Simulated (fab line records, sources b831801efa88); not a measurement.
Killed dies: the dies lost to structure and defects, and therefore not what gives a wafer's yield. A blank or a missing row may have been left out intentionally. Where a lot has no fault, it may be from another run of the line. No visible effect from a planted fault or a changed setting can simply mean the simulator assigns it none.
fab line records -- flow sky130
record lots=13, wafers=39, lastDay=50
route steps=708 shown POLY_GATE@229 LDD_LDN@295 PAD_OPEN@708
lots with no fault: from the same line, run without faults
startH: start of the lot's first displayed wafer, in hours after the record's first day -- waitH: hours from the lot's prior step to this one -- " as in the row above -- L1.1+2: several wafers, shown together as one row -- - no value, or no start was given -- * or withheld: withheld -- < > ~ a bound
route shown NAME@n: names a module that has steps shown in the file, with the first one's number in the route -- usual: mean and standard deviation over wafers with no fault -- same: alike in all rows -- chamber/n: place in a boat -- sites: readings site by site -- _std_site: the values' standard deviation -- _edge_site: the outer-site mean with the inner-site mean subtracted -- radiusMm: how far each site lies from the wafer's centre -- mask NAME#n: copy n -- behind: the last tool/chamber to shape the wafer -- hold: what put the lot on hold/how long, in hours/how the hold closed -- device: which transistor (n, p or np) failed to switch -- end of line: tests run on the same wafers once the route is complete -- where a step has no rows: the recipe by itself -- killed: at the first sort, the dies lost to defects and structure; wafer yield is something else -- map: the dies of a wafer, with x for killed, . for not killed, _ for no die there
set.NAME: the setting that was run; set.NAME@STEP: the one run at that earlier step -- model.NAME: the simulator's own value behind a step, which no gauge read
one table for each step of the route and one row for each wafer, over a sample of lots
services: a tool's chamber out of use, with start hour (startH, from the record's first day; less than 0 if before it), hours out, and reason
## steps
# step SKY_POLY_GATE_ETCH_15
# recipe chemistry=N2/H2, target=BARC, ionEnergyEv=200, sourceW=500, biasW=100, pressureMtorr=30, n2FlowSccm=100, h2FlowSccm=200, stopOn=SiO2, timeS=118.5, targetDepthA=1100
# usual drypumpMotorCurrentA=5.7/0.49, oesProductAu=0.716/0.0049, rfFwdPowerW=497.3/1.9, throttleValvePct=13.212/0.0094
lot.wafer,tool,chamber,startH,waitH,drypumpMotorCurrentA,oesProductAu,rfFwdPowerW,rfHoursCounterH,throttleValvePct
L377.1,rieDiel-03,2,366.73,0.0,4.8,0.708,497.2,3,13.221
L377.2,rieDiel-03,3,366.73,0.0,6.5,0.717,496.9,19,13.207
L377.6,rieDiel-03,0,366.73,0.0,5.6,0.722,497.2,-,13.220
L379.2,rieDiel-02,0,386.83,0.0,5.2,0.726,501.1,2,13.218
L379.3,rieDiel-02,2,386.83,0.0,5.2,0.716,496.2,73,13.192
L379.4,rieDiel-02,3,386.83,0.0,6.4,0.715,498.1,52,13.216
L380.2,rieDiel-04,3,396.60,0.0,6.1,0.716,496.8,5,13.213
L380.4,rieDiel-04,2,396.60,0.0,5.3,0.717,500.7,47,13.218
L380.5,rieDiel-04,0,396.60,0.0,5.5,0.707,493.7,-,13.212
L381.1,rieDiel-04,0,400.37,0.0,5.6,0.714,496.9,3,13.232
L381.3,rieDiel-04,3,400.37,0.0,6.2,0.719,495.9,5,13.219
L381.5,rieDiel-04,3,400.37,0.0,6.1,0.711,495.4,-,13.209
L382.1,rieDiel-02,0,420.23,0.0,5.2,0.720,499.6,3,13.208
L382.4,rieDiel-02,2,420.23,0.0,5.2,0.728,497.3,74,13.217
L382.6,rieDiel-02,2,420.23,0.0,5.2,0.719,496.0,-,13.219
L386.1,rieDiel-02,1,455.12,0.0,6.0,0.717,499.9,2,13.207
L386.2,rieDiel-02,0,455.12,0.0,5.2,0.722,496.8,4,13.212
L386.6,rieDiel-02,0,455.12,0.0,5.2,0.709,497.8,-,13.209
L390.1,rieDiel-02,2,494.88,0.0,5.2,0.719,497.2,75,13.217
L390.4,rieDiel-02,3,494.88,0.0,6.4,0.707,495.0,54,13.212
L390.5,rieDiel-02,0,494.88,0.0,5.2,0.721,497.6,-,13.209
L391.1,rieDiel-03,0,503.23,0.0,5.5,0.719,496.6,2,13.222
L391.2,rieDiel-03,2,503.23,0.0,4.8,0.717,496.7,5,13.221
L391.6,rieDiel-03,0,503.23,0.0,5.5,0.725,497.4,-,13.219
L392.2,rieDiel-03,2,509.13,0.0,4.8,0.717,497.1,5,13.210
L392.3,rieDiel-03,0,509.13,0.0,5.6,0.708,498.1,2,13.199
L392.5,rieDiel-03,2,509.13,0.0,4.9,0.715,499.8,-,13.210
L394.1,rieDiel-04,0,518.48,0.0,5.5,0.715,495.0,6,13.209
L394.2,rieDiel-04,3,518.48,0.0,6.1,0.718,494.6,8,13.211
L394.5,rieDiel-04,3,518.48,0.0,6.1,0.726,494.9,-,13.218
L395.1,rieDiel-02,1,531.68,0.0,5.9,0.722,499.6,3,13.200
L395.4,rieDiel-02,2,531.68,0.0,5.2,0.710,496.8,76,13.207
L395.6,rieDiel-02,2,531.68,0.0,5.2,0.719,497.7,-,13.204
L399.1,rieDiel-04,1,579.48,0.0,6.2,0.715,499.0,2,13.206
L399.3,rieDiel-04,0,579.48,0.0,5.5,0.714,493.6,7,13.209
L399.5,rieDiel-04,2,579.48,0.0,5.4,0.710,498.2,-,13.230
L400.3,rieDiel-04,1,581.02,0.0,6.2,0.710,499.2,2,13.217
L400.4,rieDiel-04,0,581.02,0.0,5.5,0.705,496.1,7,13.204
L400.5,rieDiel-04,3,581.02,0.0,6.1,0.718,494.5,-,13.207
# step SKY_LDD_LDN_DEVELOP_06
# recipe resist=NOVOLAK, developer=TMAH, developTimeS=60, devTempC=23
# usual developerTempC=23.00/0.12, exhaustPa=45.0/0.83
lot.wafer,tool,chamber,startH,waitH,developerTempC,exhaustPa
L377.1,lithoTrack-01,0,521.92,0.1,22.99,43.4
L377.2,lithoTrack-01,0,521.92,0.1,22.99,44.4
L377.6,lithoTrack-01,0,521.92,0.1,22.78,44.2
L379.2,lithoTrack-04,0,540.65,0.1,23.01,44.8
L379.3,lithoTrack-04,0,540.65,0.1,23.03,46.4
L379.4,lithoTrack-04,0,540.65,0.1,22.88,45.8
L380.2,lithoTrack-01,0,551.80,0.1,22.77,46.4
L380.4,lithoTrack-01,0,551.80,0.1,22.78,45.4
L380.5,lithoTrack-01,0,551.80,0.1,22.90,45.5
L381.1,lithoTrack-03,0,555.86,0.1,23.11,44.3
L381.3,lithoTrack-03,0,555.86,0.1,23.15,44.5
L381.5,lithoTrack-03,0,555.86,0.1,23.12,44.6
L382.1,lithoTrack-01,0,574.32,0.1,22.94,45.1
L382.4,lithoTrack-01,0,574.32,0.1,22.91,44.1
L382.6,lithoTrack-01,0,574.32,0.1,22.97,45.3
L386.1,lithoTrack-04,0,605.63,0.1,22.98,45.7
L386.2,lithoTrack-04,0,605.63,0.1,22.99,44.9
L386.6,lithoTrack-04,0,605.63,0.1,23.06,45.2
L390.1,lithoTrack-01,0,645.52,0.1,22.31,44.4
L390.4,lithoTrack-01,0,645.52,0.1,22.19,45.8
L390.5,lithoTrack-01,0,645.52,0.1,22.22,46.4
L391.1,lithoTrack-04,0,652.48,0.1,22.93,45.2
L391.2,lithoTrack-04,0,652.48,0.1,23.05,45.5
L391.6,lithoTrack-04,0,652.48,0.1,22.94,44.5
L392.2,lithoTrack-01,0,658.40,0.1,21.98,44.7
L392.3,lithoTrack-01,0,658.40,0.1,22.19,45.2
L392.5,lithoTrack-01,0,658.40,0.1,22.18,43.5
L394.1,lithoTrack-04,0,668.48,0.1,23.06,43.9
L394.2,lithoTrack-04,0,668.48,0.1,23.01,45.2
L394.5,lithoTrack-04,0,668.48,0.1,23.16,44.1
L395.1,lithoTrack-04,0,679.33,0.1,22.89,42.8
L395.4,lithoTrack-04,0,679.33,0.1,23.14,45.5
L395.6,lithoTrack-04,0,679.33,0.1,22.94,44.3
L399.1,lithoTrack-01,0,726.17,0.1,23.07,46.7
L399.3,lithoTrack-01,0,726.17,0.1,22.96,46.1
L399.5,lithoTrack-01,0,726.17,0.1,23.07,47.7
L400.3,lithoTrack-04,0,726.28,0.1,23.01,45.4
L400.4,lithoTrack-04,0,726.28,0.1,23.00,46.4
L400.5,lithoTrack-04,0,726.28,0.1,22.86,46.3
# step SKY_LDD_LDN_OVL_MEAS_07
# usual LDD_LDN_OVL=1.0/1.2
lot.wafer,tool,chamber,startH,waitH,LDD_LDN_OVL[nm]
L377.1,overlay-02,-,522.07,0.1,1.3
L377.2,overlay-02,-,522.07,0.1,2.2
L377.6,overlay-02,-,522.07,0.1,1.7
L379.2,overlay-01,-,540.78,0.1,0.2
L379.3,overlay-01,-,540.78,0.1,0.5
L379.4,overlay-01,-,540.78,0.1,0.8
L380.2,overlay-02,-,551.93,0.1,0.3
L380.4,overlay-02,-,551.93,0.1,-0.1
L380.5,overlay-02,-,551.93,0.1,1.8
L381.1,overlay-01,-,556.01,0.1,-0.8
L381.3,overlay-01,-,556.01,0.1,-1.6
L381.5,overlay-01,-,556.01,0.1,0.1
L382.1,overlay-01,-,574.47,0.1,1.2
L382.4,overlay-01,-,574.47,0.1,-0.3
L382.6,overlay-01,-,574.47,0.1,3.5
L386.1,overlay-01,-,605.78,0.1,-1.4
L386.2,overlay-01,-,605.78,0.1,0.0
L386.6,overlay-01,-,605.78,0.1,-0.3
L390.1,overlay-01,-,645.67,0.1,2.7
L390.4,overlay-01,-,645.67,0.1,3.2
L390.5,overlay-01,-,645.67,0.1,2.4
L391.1,overlay-01,-,652.63,0.1,1.2
L391.2,overlay-01,-,652.63,0.1,1.0
L391.6,overlay-01,-,652.63,0.1,1.0
L392.2,overlay-02,-,658.53,0.1,-1.2
L392.3,overlay-02,-,658.53,0.1,0.9
L392.5,overlay-02,-,658.53,0.1,0.4
L394.1,overlay-01,-,668.63,0.1,1.4
L394.2,overlay-01,-,668.63,0.1,0.2
L394.5,overlay-01,-,668.63,0.1,-0.4
L395.1,overlay-01,-,679.48,0.1,-1.3
L395.4,overlay-01,-,679.48,0.1,1.7
L395.6,overlay-01,-,679.48,0.1,-0.4
L399.1,overlay-02,-,726.32,0.1,1.1
L399.3,overlay-02,-,726.32,0.1,-1.0
L399.5,overlay-02,-,726.32,0.1,1.3
L400.3,overlay-01,-,726.39,0.1,2.2
L400.4,overlay-01,-,726.39,0.1,2.9
L400.5,overlay-01,-,726.39,0.1,1.0
# step SKY_LDD_LDN_TW_MEAS_13
# usual LDD_LDN_TW=1485/12
lot.wafer,tool,chamber,startH,waitH,LDD_LDN_TW
L377.1,filmMetro-03,-,522.81,0.1,1492
L377.2,filmMetro-03,-,522.81,0.1,1490
L377.6,filmMetro-03,-,522.81,0.1,1493
L379.2,filmMetro-03,-,541.52,0.1,1490
L379.3,filmMetro-03,-,541.52,0.1,1497
L379.4,filmMetro-03,-,541.52,0.1,1489
L380.2,filmMetro-02,-,552.67,0.1,1467
L380.4,filmMetro-02,-,552.67,0.1,1469
L380.5,filmMetro-02,-,552.67,0.1,1469
L381.1,filmMetro-01,-,556.75,0.1,1488
L381.3,filmMetro-01,-,556.75,0.1,1488
L381.5,filmMetro-01,-,556.75,0.1,1489
L382.1,filmMetro-01,-,575.21,0.1,1488
L382.4,filmMetro-01,-,575.21,0.1,1491
L382.6,filmMetro-01,-,575.21,0.1,1494
L386.1,filmMetro-02,-,606.52,0.1,1473
L386.2,filmMetro-02,-,606.52,0.1,1475
L386.6,filmMetro-02,-,606.52,0.1,1485
L390.1,filmMetro-02,-,646.41,0.1,1471
L390.4,filmMetro-02,-,646.41,0.1,1480
L390.5,filmMetro-02,-,646.41,0.1,1468
L391.1,filmMetro-02,-,653.37,0.1,1473
L391.2,filmMetro-02,-,653.37,0.1,1467
L391.6,filmMetro-02,-,653.37,0.1,1469
L392.2,filmMetro-02,-,659.27,0.1,1474
L392.3,filmMetro-02,-,659.27,0.1,1471
L392.5,filmMetro-02,-,659.27,0.1,1475
L394.1,filmMetro-02,-,669.37,0.1,1468
L394.2,filmMetro-02,-,669.37,0.1,1466
L394.5,filmMetro-02,-,669.37,0.1,1476
L395.1,filmMetro-01,-,680.22,0.1,1503
L395.4,filmMetro-01,-,680.22,0.1,1512
L395.6,filmMetro-01,-,680.22,0.1,1501
L399.1,filmMetro-02,-,727.06,0.1,1474
L399.3,filmMetro-02,-,727.06,0.1,1477
L399.5,filmMetro-02,-,727.06,0.1,1473
L400.3,filmMetro-01,-,727.14,0.1,1487
L400.4,filmMetro-01,-,727.14,0.1,1491
L400.5,filmMetro-01,-,727.14,0.1,1497
# step SKY_PAD_OPEN_PROBE_99
# usual killed_at_M0_to_M3=42/6.9, killed_at_M4_up=3.2/1.7, killedAtContacts=25/5.1, killedAtFrontEnd=15/4.5, killedAtOther=0.4/0.63, killedDies=86/9.3, killedOpen=46/7, killedShort=39/6.9
# same grossDies=492, killedAtBackSide=0
lot.wafer,tool,chamber,startH,waitH,killed_at_M0_to_M3,killed_at_M4_up,killedAtContacts,killedAtFrontEnd,killedAtOther,killedDies,killedOpen,killedShort
L377.1,prober-01,-,1077.19,0.1,44,1,29,15,0,89,51,38
L377.2,prober-01,-,1077.24,0.1,30,4,27,18,0,79,49,29
L377.6,prober-01,-,1077.44,0.2,40,4,29,21,0,94,60,34
L379.2,prober-01,-,1087.45,0.1,35,2,28,20,0,85,44,41
L379.3,prober-01,-,1087.50,0.2,46,5,19,23,0,93,44,49
L379.4,prober-01,-,1087.55,0.2,35,5,22,15,0,77,42,35
L380.2,prober-02,-,1096.54,0.1,42,8,20,17,0,87,48,39
L380.4,prober-02,-,1096.64,0.2,28,3,24,23,0,78,46,32
L380.5,prober-02,-,1096.69,0.2,49,3,32,15,0,99,61,38
L381.1,prober-01,-,1102.98,0.1,34,2,23,17,1,77,36,40
L381.3,prober-01,-,1103.08,0.2,35,6,20,19,1,81,45,35
L381.5,prober-01,-,1103.18,0.2,37,4,22,13,1,77,38,39
L382.1,prober-02,-,1112.97,0.1,40,3,20,20,0,83,49,33
L382.4,prober-02,-,1113.12,0.2,38,1,19,16,1,75,35,40
L382.6,prober-02,-,1113.22,0.2,37,4,24,21,1,87,45,42
L386.1,prober-01,-,1132.08,0.1,31,1,32,10,1,75,39,36
L386.2,prober-01,-,1132.13,0.1,33,6,22,23,0,84,48,35
L386.6,prober-01,-,1132.33,0.2,26,1,23,13,0,63,36,27
L390.1,prober-01,-,1161.53,0.1,41,3,28,18,0,90,46,44
L390.4,prober-01,-,1161.68,0.2,36,3,21,14,0,74,45,29
L390.5,prober-01,-,1161.73,0.2,29,4,32,15,0,80,45,35
L391.1,prober-02,-,1164.39,0.1,46,3,19,14,0,82,39,43
L391.2,prober-02,-,1164.44,0.1,39,3,28,11,1,82,49,32
L391.6,prober-02,-,1164.64,0.2,41,1,29,8,0,79,44,35
L392.2,prober-01,-,1168.21,0.1,48,3,39,17,1,108,58,49
L392.3,prober-01,-,1168.26,0.2,37,4,27,17,0,85,50,35
L392.5,prober-01,-,1168.36,0.2,29,2,18,11,0,60,27,33
L394.1,prober-01,-,1173.59,0.1,45,1,17,19,1,83,51,32
L394.2,prober-01,-,1173.64,0.1,37,5,26,10,1,79,45,33
L394.5,prober-01,-,1173.79,0.2,49,2,27,9,0,87,39,47
L395.1,prober-02,-,1180.64,0.1,37,1,26,10,1,75,42,33
L395.4,prober-02,-,1180.79,0.2,53,6,20,15,0,94,53,41
L395.6,prober-02,-,1180.89,0.2,45,3,26,20,0,94,55,39
L400.3,prober-02,-,1207.09,0.2,44,3,28,12,1,88,53,35
L400.4,prober-02,-,1207.14,0.2,49,2,24,12,0,87,46,41
L400.5,prober-02,-,1207.19,0.2,35,4,17,13,0,69,43,26
L399.1,prober-01,-,1208.03,0.1,41,0,30,17,0,88,43,45
L399.3,prober-01,-,1208.13,0.2,59,2,23,17,1,102,54,48
L399.5,prober-01,-,1208.23,0.2,37,1,19,13,0,70,41,29
# killed by level:class
L377.1 CONTACT:geometricParticle:open=12 LI_CONTACT:geometricParticle:open=8 VIA2:geometricParticle:open=8 VIA3:geometricParticle:short=7 VIA1:geometricParticle:short=6 VIA1:geometricParticle:open=6 METAL2:geometricParticle:short=6 VIA3:geometricParticle:open=6
L377.2 CONTACT:geometricParticle:open=11 VIA3:geometricParticle:open=8 LI_CONTACT:geometricParticle:open=7 VIA1:geometricParticle:open=7 FIELD_ISO:geometricParticle:short=4 POLY_GATE:geometricParticle:short=4 LOCAL_INTERCONNECT:geometricParticle:short=4 FIELD_ISO:geometricParticle:open=3
L377.6 VIA1:geometricParticle:open=12 CONTACT:geometricParticle:open=11 SPACER:geometricParticle:open=7 VIA3:geometricParticle:open=7 LI_CONTACT:geometricParticle:open=6 LOCAL_INTERCONNECT:geometricParticle:short=6 FIELD_ISO:geometricParticle:open=5 VIA2:geometricParticle:open=5
L379.2 VIA1:geometricParticle:open=11 CONTACT:geometricParticle:open=10 METAL1:geometricParticle:short=9 LI_CONTACT:geometricParticle:open=9 LOCAL_INTERCONNECT:geometricParticle:short=6 FIELD_ISO:geometricParticle:short=5 FIELD_ISO:geometricParticle:open=5 POLY_GATE:geometricParticle:open=5
L379.3 VIA3:geometricParticle:open=10 FIELD_ISO:geometricParticle:short=9 METAL1:geometricParticle:short=8 VIA1:geometricParticle:open=8 CONTACT:geometricParticle:open=7 VIA2:geometricParticle:open=6 METAL4:geometricParticle:short=5 POLY_GATE:geometricParticle:open=4
L379.4 VIA1:geometricParticle:open=10 VIA3:geometricParticle:open=9 CONTACT:geometricParticle:open=8 LI_CONTACT:geometricParticle:open=6 POLY_GATE:geometricParticle:short=5 LOCAL_INTERCONNECT:geometricParticle:short=5 METAL1:geometricParticle:short=5 POLY_GATE:geometricParticle:open=4
L380.2 VIA3:geometricParticle:open=9 METAL1:geometricParticle:short=8 VIA2:geometricParticle:open=7 CONTACT:geometricParticle:open=7 METAL4:geometricParticle:short=6 VIA1:geometricParticle:short=6 VIA1:geometricParticle:open=6 POLY_GATE:geometricParticle:open=5
L380.4 LI_CONTACT:geometricParticle:open=11 CONTACT:geometricParticle:open=7 VIA2:geometricParticle:open=7 POLY_GATE:geometricParticle:open=6 VIA1:geometricParticle:open=6 VIA1:geometricParticle:short=5 FIELD_ISO:geometricParticle:short=4 VIA3:geometricParticle:short=3
L380.5 CONTACT:geometricParticle:open=13 LI_CONTACT:geometricParticle:open=12 VIA1:geometricParticle:open=11 METAL1:geometricParticle:short=7 VIA1:geometricParticle:short=7 VIA3:geometricParticle:open=7 POLY_GATE:geometricParticle:open=6 METAL1:geometricParticle:open=5
L381.1 VIA2:geometricParticle:open=7 LI_CONTACT:geometricParticle:open=7 CONTACT:geometricParticle:open=7 METAL1:geometricParticle:short=6 METAL2:geometricParticle:short=6 FIELD_ISO:geometricParticle:short=5 POLY_GATE:geometricParticle:short=5 VIA1:geometricParticle:open=5
L381.3 VIA3:geometricParticle:open=11 FIELD_ISO:geometricParticle:open=8 VIA1:geometricParticle:open=7 LI_CONTACT:geometricParticle:open=5 LI_CONTACT:geometricParticle:short=4 CONTACT:geometricParticle:open=4 METAL1:geometricParticle:short=4 VIA1:geometricParticle:short=4
L381.5 POLY_GATE:geometricParticle:short=7 LI_CONTACT:geometricParticle:open=7 VIA2:geometricParticle:open=7 VIA1:geometricParticle:open=7 CONTACT:geometricParticle:open=6 VIA3:geometricParticle:short=5 METAL2:geometricParticle:short=5 VIA3:geometricParticle:open=5
L382.1 VIA1:geometricParticle:open=18 FIELD_ISO:geometricParticle:open=8 CONTACT:geometricParticle:open=8 POLY_GATE:geometricParticle:open=5 LI_CONTACT:geometricParticle:open=5 CONTACT:geometricParticle:short=5 METAL2:geometricParticle:short=4 METAL1:geometricParticle:short=4
L382.4 METAL2:geometricParticle:short=8 VIA1:geometricParticle:open=8 METAL1:geometricParticle:short=6 FIELD_ISO:geometricParticle:open=5 LI_CONTACT:geometricParticle:open=5 CONTACT:geometricParticle:short=4 CONTACT:geometricParticle:open=4 VIA2:geometricParticle:open=4
L382.6 VIA1:geometricParticle:open=9 FIELD_ISO:geometricParticle:open=7 LI_CONTACT:geometricParticle:open=7 CONTACT:geometricParticle:short=7 CONTACT:geometricParticle:open=6 VIA1:geometricParticle:short=6 VIA2:geometricParticle:open=4 VIA3:geometricParticle:open=4
L386.1 CONTACT:geometricParticle:open=12 CONTACT:geometricParticle:short=9 VIA3:geometricParticle:open=6 LI_CONTACT:geometricParticle:open=5 VIA1:geometricParticle:short=5 VIA1:geometricParticle:open=5 METAL1:geometricParticle:short=4 POLY_GATE:geometricParticle:short=3
L386.2 VIA1:geometricParticle:open=12 CONTACT:geometricParticle:open=8 POLY_GATE:geometricParticle:open=7 FIELD_ISO:geometricParticle:short=6 LI_CONTACT:geometricParticle:open=6 FIELD_ISO:geometricParticle:open=5 CONTACT:geometricParticle:short=5 METAL2:geometricParticle:short=5
L386.6 CONTACT:geometricParticle:open=10 CONTACT:geometricParticle:short=7 VIA1:geometricParticle:open=7 POLY_GATE:geometricParticle:short=5 VIA3:geometricParticle:short=4 VIA3:geometricParticle:open=4 FIELD_ISO:geometricParticle:open=3 POLY_GATE:geometricParticle:open=3
L390.1 CONTACT:geometricParticle:open=13 VIA1:geometricParticle:open=11 FIELD_ISO:geometricParticle:open=7 METAL2:geometricParticle:short=7 FIELD_ISO:geometricParticle:short=6 VIA1:geometricParticle:short=6 VIA2:geometricParticle:open=6 POLY_GATE:geometricParticle:short=4
L390.4 VIA2:geometricParticle:open=9 LI_CONTACT:geometricParticle:open=7 VIA3:geometricParticle:open=6 CONTACT:geometricParticle:open=6 FIELD_ISO:geometricParticle:open=5 VIA1:geometricParticle:short=5 POLY_GATE:geometricParticle:open=4 METAL1:geometricParticle:short=4
L390.5 CONTACT:geometricParticle:open=15 CONTACT:geometricParticle:short=8 FIELD_ISO:geometricParticle:short=7 VIA1:geometricParticle:open=7 VIA2:geometricParticle:open=5 LI_CONTACT:geometricParticle:open=5 VIA1:geometricParticle:short=5 FIELD_ISO:geometricParticle:open=4
L391.1 VIA1:geometricParticle:open=10 METAL2:geometricParticle:short=10 VIA2:geometricParticle:open=8 CONTACT:geometricParticle:open=8 VIA1:geometricParticle:short=6 POLY_GATE:geometricParticle:short=5 CONTACT:geometricParticle:short=5 FIELD_ISO:geometricParticle:short=4
L391.2 CONTACT:geometricParticle:open=15 VIA3:geometricParticle:open=9 VIA1:geometricParticle:open=8 METAL1:geometricParticle:short=5 FIELD_ISO:geometricParticle:short=4 LI_CONTACT:geometricParticle:short=4 POLY_GATE:geometricParticle:open=3 LI_CONTACT:geometricParticle:open=3
L391.6 LI_CONTACT:geometricParticle:open=15 CONTACT:geometricParticle:open=8 METAL1:geometricParticle:short=7 VIA1:geometricParticle:open=6 VIA3:geometricParticle:open=5 POLY_GATE:geometricParticle:short=4 VIA1:geometricParticle:short=4 VIA3:geometricParticle:short=4
L392.2 VIA1:geometricParticle:open=14 CONTACT:geometricParticle:open=14 LI_CONTACT:geometricParticle:open=8 LOCAL_INTERCONNECT:geometricParticle:short=6 METAL1:geometricParticle:short=6 VIA3:geometricParticle:open=6 LI_CONTACT:geometricParticle:short=5 VIA1:geometricParticle:short=5
L392.3 LI_CONTACT:geometricParticle:open=14 VIA1:geometricParticle:open=11 VIA2:geometricParticle:open=5 VIA3:geometricParticle:open=5 FIELD_ISO:geometricParticle:short=4 LOCAL_INTERCONNECT:geometricParticle:short=4 CONTACT:geometricParticle:short=4 CONTACT:geometricParticle:open=4
L392.5 VIA1:geometricParticle:open=6 CONTACT:geometricParticle:open=5 METAL1:geometricParticle:short=5 VIA1:geometricParticle:short=5 FIELD_ISO:geometricParticle:short=4 LI_CONTACT:geometricParticle:open=4 CONTACT:geometricParticle:short=4 LOCAL_INTERCONNECT:geometricParticle:short=3
L394.1 VIA1:geometricParticle:open=8 VIA2:geometricParticle:open=8 FIELD_ISO:geometricParticle:short=7 VIA3:geometricParticle:open=7 CONTACT:geometricParticle:open=7 FIELD_ISO:geometricParticle:open=5 LI_CONTACT:geometricParticle:open=5 METAL1:geometricParticle:short=5
L394.2 CONTACT:geometricParticle:open=12 LOCAL_INTERCONNECT:geometricParticle:short=9 VIA1:geometricParticle:open=7 VIA2:geometricParticle:open=7 METAL2:geometricParticle:short=5 VIA1:geometricParticle:short=5 VIA3:geometricParticle:open=5 FIELD_ISO:geometricParticle:open=3
L394.5 VIA2:geometricParticle:open=12 LOCAL_INTERCONNECT:geometricParticle:short=9 VIA1:geometricParticle:open=9 METAL2:geometricParticle:short=6 METAL3:geometricParticle:short=6 LI_CONTACT:geometricParticle:open=5 CONTACT:geometricParticle:open=5 VIA1:geometricParticle:short=5
L395.1 VIA1:geometricParticle:open=13 METAL1:geometricParticle:short=8 LI_CONTACT:geometricParticle:open=8 CONTACT:geometricParticle:open=8 VIA2:geometricParticle:open=6 POLY_GATE:geometricParticle:short=4 CONTACT:geometricParticle:short=4 POLY_GATE:geometricParticle:open=2
L395.4 VIA1:geometricParticle:open=15 VIA2:geometricParticle:open=8 CONTACT:geometricParticle:open=7 FIELD_ISO:geometricParticle:short=6 LI_CONTACT:geometricParticle:open=6 METAL1:geometricParticle:short=6 METAL4:geometricParticle:short=5 METAL2:geometricParticle:short=5
L395.6 LI_CONTACT:geometricParticle:open=10 CONTACT:geometricParticle:open=9 VIA1:geometricParticle:open=9 FIELD_ISO:geometricParticle:short=7 VIA2:geometricParticle:open=7 VIA1:geometricParticle:short=7 VIA3:geometricParticle:open=7 FIELD_ISO:geometricParticle:open=6
L400.3 VIA1:geometricParticle:open=13 CONTACT:geometricParticle:open=11 CONTACT:geometricParticle:short=8 VIA3:geometricParticle:open=7 VIA1:geometricParticle:short=6 METAL2:geometricParticle:short=6 VIA2:geometricParticle:open=6 LI_CONTACT:geometricParticle:open=5
L400.4 VIA1:geometricParticle:open=11 CONTACT:geometricParticle:short=8 VIA3:geometricParticle:open=8 CONTACT:geometricParticle:open=7 METAL2:geometricParticle:short=7 METAL1:geometricParticle:short=7 FIELD_ISO:geometricParticle:open=5 LI_CONTACT:geometricParticle:open=5
L400.5 VIA1:geometricParticle:open=9 CONTACT:geometricParticle:open=7 VIA2:geometricParticle:open=7 VIA3:geometricParticle:short=6 POLY_GATE:geometricParticle:open=5 VIA3:geometricParticle:open=4 LI_CONTACT:geometricParticle:open=3 LOCAL_INTERCONNECT:geometricParticle:short=3
L399.1 CONTACT:geometricParticle:open=12 VIA1:geometricParticle:open=9 LI_CONTACT:geometricParticle:open=8 METAL1:geometricParticle:short=8 LOCAL_INTERCONNECT:geometricParticle:short=5 VIA2:geometricParticle:open=5 VIA3:geometricParticle:short=5 FIELD_ISO:geometricParticle:short=4
L399.3 VIA1:geometricParticle:open=16 METAL1:geometricParticle:short=12 VIA3:geometricParticle:open=8 CONTACT:geometricParticle:short=7 CONTACT:geometricParticle:open=6 FIELD_ISO:geometricParticle:open=5 POLY_GATE:geometricParticle:open=5 LI_CONTACT:geometricParticle:open=5
L399.5 VIA1:geometricParticle:open=9 CONTACT:geometricParticle:open=6 VIA2:geometricParticle:open=6 VIA3:geometricParticle:open=6 METAL2:geometricParticle:short=5 FIELD_ISO:geometricParticle:short=4 POLY_GATE:geometricParticle:short=4 LI_CONTACT:geometricParticle:open=4
## services
tool,chamber,startH,hours,kind
rieDiel-02,-,346.74,1.2,repair
rieDiel-03,-,382.88,14.6,pm
rieDiel-04,1,390.74,4.7,repair
rieDiel-02,-,396.50,15.6,pm
rieDiel-03,-,409.57,2.8,pm
rieDiel-03,-,412.41,1.5,repair
rieDiel-02,1,428.35,3.4,repair
rieDiel-02,1,434.06,8.6,repair
rieDiel-04,1,455.01,-,clean
rieDiel-02,2,504.62,3.5,repair
rieDiel-04,3,505.87,12.1,repair
rieDiel-02,-,534.77,0.5,repair
rieDiel-03,2,569.21,6.6,repair
rieDiel-04,0,586.49,5.0,repair
rieDiel-03,-,601.03,3.3,repair
rieDiel-02,2,603.95,10.3,repair
rieDiel-02,-,610.51,1.1,repair
rieDiel-03,3,614.67,4.2,repair
rieDiel-04,3,653.81,15.8,repair
rieDiel-04,0,664.25,4.0,repair
rieDiel-04,1,666.64,1.3,repair
rieDiel-03,-,694.89,0.8,repair
rieDiel-02,2,702.01,2.2,repair
rieDiel-04,-,704.10,2.8,pm
## key
firstSign step=SKY_LDD_LDN_DEVELOP_06, reading=developerTempC, direction=down, sigmas=7.1, usual=*, struck=*
effect none on later readings
metAt SKY_LDD_LDN_DEVELOP_06
struckLots L390,L392
testerLeftOut L390,L392
notActingAt SKY_POLY_GATE_ETCH_15,SKY_LDD_LDN_OVL_MEAS_07,SKY_LDD_LDN_TW_MEAS_13
onsetBetween 574.32 645.52
fault kind=processParameterDrift, tool=lithoTrack-01, chamber=-, onsetH=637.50, steps=SKY_LDD_LDN_DEVELOP_06, channel=devTempC, offset=*, shape=step, endH=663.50, actsIn=*, stated=*
# testerLeftOut: of these lots the tester's yield and bins aren't shown, on N5 and GAA mostly nor the transistor test; their killed dies are dies lost to structure and defects alone, not to doping, threshold or leakage, so they don't give the yield
